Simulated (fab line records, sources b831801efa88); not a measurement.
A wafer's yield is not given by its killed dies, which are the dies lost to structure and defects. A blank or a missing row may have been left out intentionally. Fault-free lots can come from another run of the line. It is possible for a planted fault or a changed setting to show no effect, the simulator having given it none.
Which tool was responsible? -- flow gf180mcu -- 39 wafers from 13 lots sampled at 4 of the route's 602 steps

== WHAT THE GAUGES SHOWED, per wafer ==
GF_V5_THK_MEAS_01. Usual: V5_CVD_00_THK gives 301 nm (standard deviation 4.9).
lot,measured,on,V5_CVD_00_THK (nm),flag
L667,day 26 09:25,film_metro-02,302 299 304,
L668,day 26 14:05,film_metro-03,301 302 300,
L669,day 27 06:32,film_metro-03,302 301 304,
L670,day 27 14:35,film_metro-02,295 296 294,
L671,day 27 22:32,film_metro-03,296 301 300,
L673,day 28 21:14,film_metro-02,307 299 305,
L675,day 29 05:38,film_metro-03,298 297 304,
L679,day 30 06:04,film_metro-02,309 302 308,
L684,day 32 02:11,film_metro-03,302 305 301,
L685,day 32 08:32,film_metro-03,296 293 299,
L686,day 32 10:29,film_metro-04,299 304 295,
L687,day 32 14:49,film_metro-03,302 303 304,
L688,day 32 17:53,film_metro-03,305 303 301,

GF_TOP_METAL_CD_MEAS_14: the cd target is 440 nm. Usual: cd_nm 440.2 nm, standard deviation 2.4.
lot,measured,on,cd_nm (nm),flag
L667,day 28 03:49,cd_sem-02,439.1 436.1 438.3,
L668,day 28 07:41,cd_sem-02,440.4 437.6 439.5,
L669,day 28 23:28,cd_sem-02,437.4 437.6 438.8,
L670,day 29 06:35,cd_sem-02,445.3 445.3 443.9,
L671,day 29 13:49,cd_sem-01,442.1 443.4 443.7,
L673,day 30 13:14,cd_sem-02,435.4 439.4 438.8,
L675,day 30 21:34,cd_sem-01,443.2 443.1 444.7,
L679,day 31 18:56,cd_sem-01,440.5 439.7 438.5,
L684,day 33 12:19,cd_sem-01,443.0 442.8 444.5,
L685,day 33 18:29,cd_sem-02,436.7 435.9 438.0,
L686,day 33 21:00,cd_sem-01,438.5 440.0 438.8,
L687,day 34 00:29,cd_sem-02,442.3 442.1 440.6,
L688,day 34 03:15,cd_sem-02,438.4 441.1 442.0,

== TOOL THAT RAN EACH LOT (tool first, then ch and the chambers of the sampled wafers, then the start) ==
lot,GF_POLY_GATE_ETCH_13,GF_TOP_METAL_SPUTTER_03
L667,"rie_si-01 ch 0,1,2, day 9 09:38","pvd_sputter-01, day 27 07:56"
L668,"rie_si-01 ch 0,2, day 9 15:05","pvd_sputter-04, day 27 12:34"
L669,"rie_si-02 ch 2,3, day 10 00:56","pvd_sputter-03, day 28 04:37"
L670,"rie_si-01 ch 1,2,3, day 10 12:55","pvd_sputter-01, day 28 12:04"
L671,"rie_si-01 ch 0,2,3, day 10 17:41","pvd_sputter-03, day 28 19:16"
L673,"rie_si-02 ch 1,3, day 11 08:49","pvd_sputter-01, day 29 18:31"
L675,"rie_si-02 ch 0,3, day 11 20:46","pvd_sputter-01, day 30 03:25"
L679,"rie_si-01 ch 1,3, day 13 00:20","pvd_sputter-01, day 31 01:49"
L684,"rie_si-02 ch 0,2,3, day 15 01:26","pvd_sputter-03, day 32 20:38"
L685,"rie_si-01 ch 0,1,2, day 15 10:44","pvd_sputter-04, day 33 02:46"
L686,"rie_si-01 ch 1,2,3, day 15 14:29","pvd_sputter-04, day 33 05:10"
L687,"rie_si-02 ch 0,2,3, day 15 15:46","pvd_sputter-01, day 33 09:02"
L688,"rie_si-02 ch 0,3, day 15 22:28","pvd_sputter-04, day 33 12:03"
- GF_POLY_GATE_ETCH_13: etches poly-Si in HBr/Cl2, stops on SiO2, target depth 198.5 nm, time 69.6 s.
- GF_TOP_METAL_SPUTTER_03: material Ti, target thk 5 nm, time 3.3 s.

== WHAT THE TOOLS THEMSELVES READ (means of the sampled wafers that have a number; where no wafer has one, the mark that the record gives instead) ==
GF_POLY_GATE_ETCH_13. Usual: HBr_flow_sccm 149.9 sccm, standard deviation 0.4; drypump_motor_current_A 5.7 A, standard deviation 0.58; oes_product_au 0.990 a.u., standard deviation 0.0092; throttle_valve_pct 33.684 %, standard deviation 0.0084.
lot,tool,HBr_flow_sccm (sccm),drypump_motor_current_A (A),oes_product_au (a.u.),throttle_valve_pct (%),flag
L667,rie_si-01,150.1,5.8,0.996,33.690,
L668,rie_si-01,149.5,5.5,0.995,33.695,
L669,rie_si-02,150.2,5.3,0.989,33.688,
L670,rie_si-01,150.3,6.0,0.994,33.681,
L671,rie_si-01,149.8,6.0,0.995,33.687,
L673,rie_si-02,150.0,5.8,0.975,33.678,
L675,rie_si-02,150.4,5.1,0.991,33.686,
L679,rie_si-01,150.1,6.3,0.992,33.687,
L684,rie_si-02,150.0,5.2,0.991,33.683,
L685,rie_si-01,149.7,5.8,0.994,33.681,
L686,rie_si-01,150.1,6.0,0.982,33.685,
L687,rie_si-02,149.9,5.2,0.992,33.681,
L688,rie_si-02,150.1,5.1,0.983,33.683,

GF_TOP_METAL_SPUTTER_03. Usual: cathode_dc_power_W 3000.0 W, standard deviation 0.56; throttle_valve_pct 29.6 %, standard deviation 1.1.
lot,tool,cathode_dc_power_W (W),throttle_valve_pct (%),flag
L667,pvd_sputter-01,2999.8,29.2,
L668,pvd_sputter-04,3000.7,30.2,
L669,pvd_sputter-03,2999.8,29.8,
L670,pvd_sputter-01,3000.5,29.5,
L671,pvd_sputter-03,2999.6,30.0,
L673,pvd_sputter-01,3000.1,28.7,
L675,pvd_sputter-01,3000.1,29.3,
L679,pvd_sputter-01,3000.2,28.5,
L684,pvd_sputter-03,2999.6,29.3,
L685,pvd_sputter-04,2999.7,30.1,
L686,pvd_sputter-04,3000.1,30.3,
L687,pvd_sputter-01,3001.0,29.4,
L688,pvd_sputter-04,2999.7,30.3,

== THE ANSWER, worked out from the rows above alone ==
Rule: a lot is off if the mean of its wafers that have a number lies more than 3 standard deviations from the usual mean. A lot without any number at a reading at which 4 lots or more have one is off too. Any other lot the step has rows for is counted as sound. The gauges are gone through in route order, then the tools' own readings, and for those a lot's mean is taken as printed above. The first step at which some lot is off is used, and at that step the reading that is off furthest; a lot without a number counts as furthest.
Nothing can be told from this: no lot is off at any reading shown.

== WHAT THE SIMULATOR HAD INSERTED ==
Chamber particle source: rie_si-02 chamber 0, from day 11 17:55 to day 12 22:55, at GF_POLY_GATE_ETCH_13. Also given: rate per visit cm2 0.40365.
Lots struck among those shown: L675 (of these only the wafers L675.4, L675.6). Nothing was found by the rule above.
